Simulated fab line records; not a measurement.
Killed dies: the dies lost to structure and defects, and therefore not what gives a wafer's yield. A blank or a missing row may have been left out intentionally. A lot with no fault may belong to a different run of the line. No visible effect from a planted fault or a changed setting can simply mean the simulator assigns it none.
fab line records	flow gf180mcu
[record] lots = 14	wafers = 42	last-day = 34
route steps=602 shown HV_LDD@211 CONTACT@310 V3@447 M4@470
lots untouched by any fault: they come from a run of this same line in which no faults occurred
start-h: hours from the record's opening day to when the first of the lot's shown wafers began	wait-h: hours elapsed since this lot's preceding step	" unchanged from the row above	L1.1+2: a row that stands for several wafers	- value missing, or start not given	* or withheld: withheld	< > ~ a bound
route shown NAME@n: NAME is a module with steps in the file, n the number in the route of the first one	usual: the fault-free wafers' mean and standard deviation	same: alike in all rows	chamber/n: place in a boat	sites: each site's reading	_std_site: standard deviation across them	_edge_site: inner sites' mean taken away from outer sites' mean	radius-mm: for every site, how far away it sits from the centre of the wafer	mask NAME#n: copy n	behind: the tool/chamber that last shaped the wafer	hold: cause of the lot's hold/its duration in hours/its outcome	device: transistor that didn't switch, given as n, p or np	end of line: at the end of the route, the tests of the same wafers	where a step has no rows: the recipe by itself	killed: not the wafer's yield, but the dies lost to structure and defects at the first sort	map: a wafer's dies, marking killed ones x, the rest . and places with no die _
set.NAME: the setting as run; set.NAME@STEP: as run at that earlier step	model.NAME: the simulator's own value behind a step, which no gauge read
steps of the route over a sample of lots; a table a step, a row a wafer
services: a tool's chamber out of use, with start hour (start-h, from the record's first day; less than 0 if before it), hours out, and reason
[[steps]]
[step GF_HV_LDD_IMPLANT_35]
[recipe] species = P	energy-kev = 60	dose-cm2 = 7.5e+12	tilt-deg = 30	rotation-deg = 180
[usual] beam-energy-keV = 59.991/0.017	beam-on-s = 9.96/0.19
lot.wafer	tool	chamber	start-h	wait-h	beam-energy-keV	beam-on-s
L552.2	implanter-02	0	261.38	0.1	59.986	9.63
L552.3	"	0	"	"	60.012	9.80
L552.5	"	0	"	"	59.964	10.19
L553.3	implanter-03	0	272.93	0.1	60.004	9.85
L553.4	"	0	"	"	60.007	9.79
L553.6	"	0	"	"	59.997	9.76
L554.2	implanter-03	0	281.56	0.1	59.996	9.93
L554.4	"	0	"	"	59.985	10.06
L554.6	"	0	"	"	59.974	9.66
L555.1	implanter-03	0	287.06	0.1	60.009	9.55
L555.2	"	0	"	"	59.999	9.87
L555.6	"	0	"	"	59.989	9.72
L560.1	implanter-03	-	331.87	0.1	-	-
L560.2	"	-	"	"	-	-
L560.6	"	-	"	"	-	-
L562.2	implanter-03	-	339.91	0.1	-	-
L562.3	"	-	"	"	-	-
L562.6	"	-	"	"	-	-
L566.2	implanter-03	0	376.03	0.1	59.995	9.77
L566.3	"	0	"	"	59.981	10.10
L566.4	"	0	"	"	60.003	9.89
L567.1	implanter-03	0	379.61	0.1	59.961	10.04
L567.3	"	0	"	"	59.970	10.35
L567.6	"	0	"	"	59.964	9.87
L568.3	implanter-02	0	389.66	0.1	60.004	10.18
L568.5	"	0	"	"	59.987	10.13
L568.6	"	0	"	"	59.975	10.19
L569.3	implanter-02	0	395.72	0.1	59.987	10.04
L569.4	"	0	"	"	59.985	9.74
L569.6	"	0	"	"	59.986	9.81
L570.1	implanter-03	0	400.47	0.1	59.990	10.21
L570.3	"	0	"	"	59.985	10.28
L570.5	"	0	"	"	60.003	9.91
L571.3	implanter-02	0	407.60	0.1	59.980	9.68
L571.4	"	0	"	"	59.960	9.94
L571.5	"	0	"	"	59.969	9.84
L572.3	implanter-02	0	412.50	0.1	59.986	9.79
L572.5	"	0	"	"	60.025	9.91
L572.6	"	0	"	"	59.999	10.02
L574.2	implanter-02	0	432.96	0.1	59.996	10.04
L574.3	"	0	"	"	59.990	10.13
L574.6	"	0	"	"	59.983	9.93
[step GF_HV_LDD_TW_MEAS_38]
[usual] HV_LDD_3_TW = 1431/8.4
lot.wafer	tool	chamber	start-h	wait-h	hold	HV_LDD_3_TW
L552.2	film-metro-04	-	261.77	0.1	-	1414
L552.3	"	-	"	"	-	1434
L552.5	"	-	"	"	-	1427
L553.3	film-metro-03	-	273.30	0.1	-	1440
L553.4	"	-	"	"	-	1438
L553.6	"	-	"	"	-	1440
L554.2	film-metro-01	-	281.94	0.1	-	1430
L554.4	"	-	"	"	-	1435
L554.6	"	-	"	"	-	1419
L555.1	film-metro-04	-	287.46	0.1	-	1420
L555.2	"	-	"	"	-	1427
L555.6	"	-	"	"	-	1424
L560.1	film-metro-03	-	335.00	0.1	await-dispo/0.2h/release	1313
L560.2	"	-	"	"	await-dispo/0.2h/release	1321
L560.6	"	-	"	"	await-dispo/0.2h/release	1314
L560.1	film-metro-03	-	335.22	0.2	-	1319
L560.2	"	-	"	"	-	1315
L560.6	"	-	"	"	-	1320
L562.2	film-metro-03	-	340.29	0.1	await-dispo/0.2h/release	1313
L562.3	"	-	"	"	await-dispo/0.2h/release	1314
L562.6	"	-	"	"	await-dispo/0.2h/release	1324
L562.2	film-metro-03	-	340.52	0.2	-	1318
L562.3	"	-	"	"	-	1323
L562.6	"	-	"	"	-	1327
L566.2	film-metro-04	-	376.42	0.1	-	1425
L566.3	"	-	"	"	-	1415
L566.4	"	-	"	"	-	1417
L567.1	film-metro-01	-	380.01	0.1	-	1417
L567.3	"	-	"	"	-	1423
L567.6	"	-	"	"	-	1421
L568.3	film-metro-01	-	390.04	0.1	-	1428
L568.5	"	-	"	"	-	1427
L568.6	"	-	"	"	-	1432
L569.3	film-metro-04	-	396.09	0.1	-	1419
L569.4	"	-	"	"	-	1423
L569.6	"	-	"	"	-	1416
L570.1	film-metro-04	-	400.87	0.1	-	1419
L570.3	"	-	"	"	-	1424
L570.5	"	-	"	"	-	1424
L571.3	film-metro-03	-	407.97	0.1	-	1448
L571.4	"	-	"	"	-	1445
L571.5	"	-	"	"	-	1438
L572.3	film-metro-01	-	412.90	0.1	-	1425
L572.5	"	-	"	"	-	1431
L572.6	"	-	"	"	-	1432
L574.2	film-metro-04	-	433.34	0.1	-	1431
L574.3	"	-	"	"	-	1429
L574.6	"	-	"	"	-	1430
[step GF_HV_LDD_RS_MEAS_53]
[recipe] thk-meas-gauge = four-point-probe
[usual] HV_LDD_RS = 418.6/0.98
lot.wafer	tool	chamber	start-h	wait-h	hold	HV_LDD_RS[ohm/sq]
L552.2	film-metro-04	-	280.47	0.1	-	418.3
L552.3	"	-	"	"	-	419.7
L552.5	"	-	"	"	-	418.2
L553.3	film-metro-01	-	292.73	0.1	-	418.4
L553.4	"	-	"	"	-	419.7
L553.6	"	-	"	"	-	419.3
L554.2	film-metro-01	-	302.08	0.1	-	419.2
L554.4	"	-	"	"	-	419.2
L554.6	"	-	"	"	-	419.0
L555.1	film-metro-03	-	307.78	0.1	-	418.4
L555.2	"	-	"	"	-	417.9
L555.6	"	-	"	"	-	418.3
L560.1	film-metro-03	-	357.01	0.1	await-dispo/0.2h/release	440.2
L560.2	"	-	"	"	await-dispo/0.2h/release	439.9
L560.6	"	-	"	"	await-dispo/0.2h/release	441.1
L560.1	film-metro-03	-	357.30	0.3	-	440.1
L560.2	"	-	"	"	-	439.8
L560.6	"	-	"	"	-	440.8
L562.2	film-metro-01	-	362.87	0.1	await-dispo/0.2h/release	438.0
L562.3	"	-	"	"	await-dispo/0.2h/release	438.8
L562.6	"	-	"	"	await-dispo/0.2h/release	439.1
L562.2	film-metro-01	-	363.16	0.3	-	438.8
L562.3	"	-	"	"	-	437.7
L562.6	"	-	"	"	-	438.9
L566.2	film-metro-01	-	399.58	0.1	-	417.7
L566.3	"	-	"	"	-	419.0
L566.4	"	-	"	"	-	419.9
L567.1	film-metro-04	-	403.56	0.1	-	420.2
L567.3	"	-	"	"	-	419.2
L567.6	"	-	"	"	-	419.6
L568.3	film-metro-04	-	413.27	0.1	-	418.9
L568.5	"	-	"	"	-	418.6
L568.6	"	-	"	"	-	419.9
L569.3	film-metro-03	-	419.24	0.1	-	418.0
L569.4	"	-	"	"	-	417.5
L569.6	"	-	"	"	-	419.4
L570.1	film-metro-04	-	425.66	0.1	-	418.2
L570.3	"	-	"	"	-	419.5
L570.5	"	-	"	"	-	419.6
L571.3	film-metro-03	-	431.54	0.1	-	417.4
L571.4	"	-	"	"	-	418.0
L571.5	"	-	"	"	-	419.0
L572.3	film-metro-04	-	437.44	0.1	-	421.6
L572.5	"	-	"	"	-	420.4
L572.6	"	-	"	"	-	421.3
L574.2	film-metro-01	-	458.17	0.1	-	419.7
L574.3	"	-	"	"	-	419.4
L574.6	"	-	"	"	-	419.0
[step GF_CONTACT_SPUTTER_23]
[recipe] material = TiN	target-thk-nm = 10	chamber-pressure-pa = 5	power-w = 4000	time-s = 40
[usual] throttle-valve-pct = 29.9/0.97
lot.wafer	tool	chamber	start-h	wait-h	throttle-valve-pct
L552.2	pvd-sputter-03	-	369.85	0.0	30.7
L552.3	"	-	"	"	28.5
L552.5	"	-	"	"	29.0
L553.3	pvd-sputter-03	-	384.10	0.0	28.8
L553.4	"	-	"	"	31.4
L553.6	"	-	"	"	31.3
L554.2	pvd-sputter-01	-	395.23	0.0	27.7
L554.4	"	-	"	"	30.2
L554.6	"	-	"	"	30.1
L555.1	pvd-sputter-03	-	400.18	0.0	30.5
L555.2	"	-	"	"	30.0
L555.6	"	-	"	"	31.7
L566.2	pvd-sputter-03	-	500.88	0.0	28.8
L566.3	"	-	"	"	30.0
L566.4	"	-	"	"	30.6
L567.1	pvd-sputter-04	-	505.69	0.0	30.1
L567.3	"	-	"	"	30.7
L567.6	"	-	"	"	28.6
L568.3	pvd-sputter-03	-	516.19	0.0	31.2
L568.5	"	-	"	"	31.3
L568.6	"	-	"	"	29.9
L569.3	pvd-sputter-04	-	520.68	0.0	30.0
L569.4	"	-	"	"	30.2
L569.6	"	-	"	"	30.0
L570.1	pvd-sputter-03	-	527.93	0.0	31.4
L570.3	"	-	"	"	30.5
L570.5	"	-	"	"	28.8
L571.3	pvd-sputter-03	-	533.42	0.0	31.3
L571.4	"	-	"	"	29.0
L571.5	"	-	"	"	30.3
L572.3	pvd-sputter-03	-	537.88	0.0	31.2
L572.5	"	-	"	"	28.9
L572.6	"	-	"	"	30.7
L574.2	pvd-sputter-03	-	558.16	0.0	30.3
L574.3	"	-	"	"	31.4
L574.6	"	-	"	"	28.7
[step GF_V3_STRIP_18]
[recipe] chemistry = O2/N2	power-w = 1400	pressure-mtorr = 1500	platen-temp-c = 250	o2-flow-sccm = 3000	n2-flow-sccm = 300	overash-fraction = 0.5
[usual] drypump-motor-current-A = 5.8/0.51	heater-power-w = 334/17	n2-flow-sccm = 300.0/0.9	oes-product-au = 0.593/0.0046
lot.wafer	tool	chamber	start-h	wait-h	drypump-motor-current-A	heater-power-w	n2-flow-sccm	oes-product-au	rf-hours-counter-h
L552.2	plasma-asher-02	1	522.05	-	6.0	344	301.5	0.586	90
L552.3	"	1	"	"	6.0	333	299.5	0.593	-
L552.5	"	1	"	"	6.0	351	299.3	0.583	-
L553.3	plasma-asher-04	0	534.58	-	5.2	305	300.7	0.596	-
L553.4	"	1	"	"	6.2	339	299.6	0.599	-
L553.6	"	1	"	"	6.2	345	298.9	0.597	-
L554.2	plasma-asher-02	0	545.79	-	6.1	336	300.5	0.588	92
L554.4	"	1	"	"	6.1	342	299.8	0.589	-
L554.6	"	0	"	"	6.1	333	300.5	0.592	-
L555.1	plasma-asher-04	1	552.03	-	6.2	344	300.0	0.591	11
L555.2	"	0	"	"	5.2	322	301.0	0.596	11
L555.6	"	0	"	"	5.2	312	300.5	0.592	-
L566.2	plasma-asher-04	1	637.95	-	6.2	344	299.4	0.597	20
L566.3	"	1	"	"	6.2	339	300.2	0.590	-
L566.4	"	0	"	"	5.2	316	299.5	0.600	-
L567.1	plasma-asher-04	0	643.99	-	5.2	319	300.6	0.587	21
L567.3	"	1	"	"	6.2	347	300.4	0.599	-
L567.6	"	1	"	"	6.2	340	299.3	0.601	-
L568.3	plasma-asher-02	0	652.88	-	6.1	334	299.8	0.601	-
L568.5	"	0	"	"	6.1	341	300.1	0.586	-
L568.6	"	1	"	"	6.0	354	300.1	0.601	-
L569.3	plasma-asher-03	0	656.07	-	4.8	375	300.5	0.600	-
L569.4	"	1	"	"	6.5	310	300.0	0.591	-
L569.6	"	0	"	"	4.8	366	300.4	0.587	-
L570.1	plasma-asher-03	0	662.53	-	4.8	372	299.6	0.595	59
L570.3	"	1	"	"	6.5	310	300.6	0.590	-
L570.5	"	1	"	"	6.5	302	300.9	0.591	-
L571.3	plasma-asher-02	1	666.98	-	6.0	332	299.4	0.587	-
L571.4	"	0	"	"	6.1	336	300.3	0.591	-
L571.5	"	1	"	"	6.0	341	301.0	0.589	-
L572.3	plasma-asher-02	0	672.76	-	6.1	331	300.5	0.597	-
L572.5	"	1	"	"	6.1	341	300.1	0.600	-
L572.6	"	0	"	"	6.1	335	300.2	0.590	-
L574.2	plasma-asher-02	1	690.05	-	6.0	349	299.6	0.592	106
L574.3	"	0	"	"	6.1	339	298.2	0.598	-
L574.6	"	0	"	"	6.1	340	299.2	0.585	-
[step GF_M4_CD_MEAS_14]
[recipe] target-cd-nm = 280
[usual] cd-nm = 280.1/1.3
lot.wafer	tool	chamber	start-h	wait-h	cd-nm
L552.2	cd-sem-02	-	545.74	0.1	281.8
L552.3	"	-	"	"	281.1
L552.5	"	-	"	"	281.7
L553.3	cd-sem-02	-	558.81	0.1	280.8
L553.4	"	-	"	"	280.5
L553.6	"	-	"	"	280.3
L554.2	cd-sem-02	-	569.34	0.1	279.7
L554.4	"	-	"	"	279.3
L554.6	"	-	"	"	280.1
L555.1	cd-sem-01	-	575.31	0.1	278.8
L555.2	"	-	"	"	278.9
L555.6	"	-	"	"	279.5
L566.2	cd-sem-01	-	659.74	0.1	279.8
L566.3	"	-	"	"	281.3
L566.4	"	-	"	"	281.4
L567.1	cd-sem-01	-	665.07	0.1	277.8
L567.3	"	-	"	"	279.1
L567.6	"	-	"	"	279.9
L568.3	cd-sem-01	-	673.46	0.1	282.2
L568.5	"	-	"	"	282.7
L568.6	"	-	"	"	282.1
L569.3	cd-sem-01	-	676.93	0.1	278.7
L569.4	"	-	"	"	278.4
L569.6	"	-	"	"	278.9
L570.1	cd-sem-02	-	683.40	0.1	278.7
L570.3	"	-	"	"	278.1
L570.5	"	-	"	"	277.5
L571.3	cd-sem-02	-	687.43	0.1	282.0
L571.4	"	-	"	"	281.4
L571.5	"	-	"	"	281.1
L572.3	cd-sem-01	-	693.09	0.1	279.9
L572.5	"	-	"	"	279.3
L572.6	"	-	"	"	281.0
L574.2	cd-sem-01	-	710.06	0.1	279.5
L574.3	"	-	"	"	280.3
L574.6	"	-	"	"	279.4
[[services]]
tool	chamber	start-h	hours	kind
implanter-02	-	254.64	2.4	repair
implanter-03	-	265.41	5.1	pm
implanter-02	-	292.47	4.4	repair
plasma-asher-04	-	321.90	6.9	repair
implanter-03	-	352.32	2.1	pm
plasma-asher-03	-	363.94	0.8	repair
plasma-asher-03	-	399.09	14.6	pm
plasma-asher-04	-	410.83	15.6	pm
plasma-asher-04	-	426.43	9.0	pm
implanter-03	-	431.88	0.7	repair
pvd-sputter-04	-	465.95	21.9	repair
implanter-03	-	491.10	22.4	pm
plasma-asher-02	-	506.20	0.6	repair
plasma-asher-04	-	511.94	6.3	repair
plasma-asher-04	-	531.33	1.1	repair
implanter-03	-	568.72	5.9	repair
plasma-asher-02	-	579.97	2.8	pm
implanter-02	-	600.76	3.7	pm
pvd-sputter-03	-	605.84	1.2	repair
implanter-02	-	613.65	12.2	pm
plasma-asher-02	-	637.00	14.6	pm
pvd-sputter-03	-	640.49	2.9	repair
implanter-02	-	658.13	6.8	pm
pvd-sputter-03	-	672.31	1.2	repair
[[key]]
[first-sign] step = GF_HV_LDD_IMPLANT_35	reading = tool-record	direction = missing
[effect] step = GF_HV_LDD_TW_MEAS_38	reading = visit	direction = added
[effect] step = GF_HV_LDD_TW_MEAS_38	reading = HV_LDD_3_TW	direction = down	sigmas = 14	usual = 1431	struck = 1317
[effect] step = GF_HV_LDD_RS_MEAS_53	reading = visit	direction = added
[effect] step = GF_HV_LDD_RS_MEAS_53	reading = HV_LDD_RS	direction = up	sigmas = 21	usual = 418.6	struck = 439.5
met-at GF_HV_LDD_IMPLANT_35
struck-lots L560,L562
later-rows-left-out L560.1,L560.2,L560.6,L562.2,L562.3,L562.6
sort-left-out L560.1,L560.2,L560.6,L562.2,L562.3,L562.6
tester-left-out L560,L562
not-acting-at GF_CONTACT_SPUTTER_23,GF_V3_STRIP_18,GF_M4_CD_MEAS_14
onset-between 287.06 331.87
[fault] kind = skipped-step-whole	tool = implanter-03	chamber = -	onset-h = 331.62	steps = GF_HV_LDD_IMPLANT_35	scope = struck-lots-only
// tester-left-out: of these lots the tester's yield and bins aren't shown, on N5 and GAA mostly nor the transistor test; their killed dies are dies lost to structure and defects alone, not to doping, threshold or leakage, so they don't give the yield
// sort-left-out: the simulated sort isn't trusted on such a fault, so these wafers' sort isn't shown, and their yield isn't known
// later-rows-left-out: the simulator's readings of these wafers behind a module that went badly wrong aren't trusted and aren't shown, but for the sort
